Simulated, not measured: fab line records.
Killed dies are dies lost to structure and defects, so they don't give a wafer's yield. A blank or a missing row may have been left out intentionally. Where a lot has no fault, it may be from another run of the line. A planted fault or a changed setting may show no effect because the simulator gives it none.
Matching of chambers / flow gf180mcu / 3 sister chambers for GF_V2_CVD_02 on pecvd-02
The step deposits SiO2 from TEOS, target thk 850 nm, time 94.851 s. 22 wafers are shown with their chamber, then 11 later ones without.

## EACH WAFER AND ITS CHAMBER
wafer=L075.1; chamber=1; heater power outer w (W)=527; heater power w (W)=909
wafer=L075.2; chamber=2; heater power outer w (W)=503; heater power w (W)=785
wafer=L075.3; chamber=0; heater power outer w (W)=341; heater power w (W)=636
wafer=L076.1; chamber=0; heater power outer w (W)=435; heater power w (W)=774
wafer=L076.3; chamber=2; heater power outer w (W)=547; heater power w (W)=820
wafer=L076.6; chamber=2; heater power outer w (W)=424; heater power w (W)=671
wafer=L078.1; chamber=1; heater power outer w (W)=516; heater power w (W)=876
wafer=L078.5; chamber=0; heater power outer w (W)=430; heater power w (W)=744
wafer=L078.6; chamber=2; heater power outer w (W)=435; heater power w (W)=659
wafer=L081.1; chamber=1; heater power outer w (W)=485; heater power w (W)=836
wafer=L081.4; chamber=1; heater power outer w (W)=500; heater power w (W)=862
wafer=L081.6; chamber=0; heater power outer w (W)=328; heater power w (W)=635
wafer=L083.1; chamber=1; heater power outer w (W)=491; heater power w (W)=857
wafer=L083.3; chamber=0; heater power outer w (W)=391; heater power w (W)=720
wafer=L083.4; chamber=1; heater power outer w (W)=529; heater power w (W)=891
wafer=L086.4; chamber=2; heater power outer w (W)=508; heater power w (W)=785
wafer=L086.5; chamber=1; heater power outer w (W)=532; heater power w (W)=893
wafer=L086.6; chamber=0; heater power outer w (W)=446; heater power w (W)=750
wafer=L087.2; chamber=2; heater power outer w (W)=496; heater power w (W)=768
wafer=L087.5; chamber=1; heater power outer w (W)=399; heater power w (W)=713
wafer=L087.6; chamber=2; heater power outer w (W)=521; heater power w (W)=807
wafer=L088.3; chamber=1; heater power outer w (W)=391; heater power w (W)=721

SIGNATURES (means of the wafers above)
reading=heater power outer w; chamber 0=395.17; chamber 1=485.56; chamber 2=490.57; scatter within a chamber=50.4
reading=heater power w; chamber 0=709.83; chamber 1=839.78; chamber 2=756.43; scatter within a chamber=67.2
Rule: for each reading, subtract the chamber's mean from the wafer's reading, divide by that reading's scatter and square the result; add these up over the readings and take the root, which gives the wafer's distance from the chamber. The wafer belongs to the nearest chamber; if the next one is less than 2 further off, it can't be placed. The scatter is the square root of a quotient: the sum, over the shown wafers, of each reading's squared deviation from its chamber's mean, divided by wafers minus chambers.

## WAFERS WITHOUT THEIR CHAMBER
wafer=L088.5; heater power outer w (W)=455; heater power w (W)=790
wafer=L088.6; heater power outer w (W)=421; heater power w (W)=739
wafer=L091.3; heater power outer w (W)=408; heater power w (W)=717
wafer=L091.4; heater power outer w (W)=545; heater power w (W)=845
wafer=L091.5; heater power outer w (W)=429; heater power w (W)=783
wafer=L092.2; heater power outer w (W)=409; heater power w (W)=735
wafer=L092.4; heater power outer w (W)=456; heater power w (W)=839
wafer=L092.5; heater power outer w (W)=436; heater power w (W)=752
wafer=L095.1; heater power outer w (W)=477; heater power w (W)=826
wafer=L095.5; heater power outer w (W)=336; heater power w (W)=633
wafer=L095.6; heater power outer w (W)=497; heater power w (W)=866

## CHAMBER TAKEN BY EACH
wafer=L088.5; from the rows above=can't be placed: 2 or 1 or 0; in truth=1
wafer=L088.6; from the rows above=can't be placed: 0 or 2 or 1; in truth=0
wafer=L091.3; from the rows above=can't be placed: 0 or 2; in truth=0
wafer=L091.4; from the rows above=can't be placed: 1 or 2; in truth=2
wafer=L091.5; from the rows above=can't be placed: 0 or 2 or 1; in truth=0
wafer=L092.2; from the rows above=can't be placed: 0 or 2 or 1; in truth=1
wafer=L092.4; from the rows above=can't be placed: 1 or 2 or 0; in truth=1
wafer=L092.5; from the rows above=can't be placed: 0 or 2 or 1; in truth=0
wafer=L095.1; from the rows above=can't be placed: 1 or 2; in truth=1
wafer=L095.5; from the rows above=can't be placed: 0 or 2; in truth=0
wafer=L095.6; from the rows above=can't be placed: 1 or 2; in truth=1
0 of 11 placed correctly. Unplaceable from these rows: 11, with the true chamber sitting among the candidates in 11. Placed wrongly: 0.
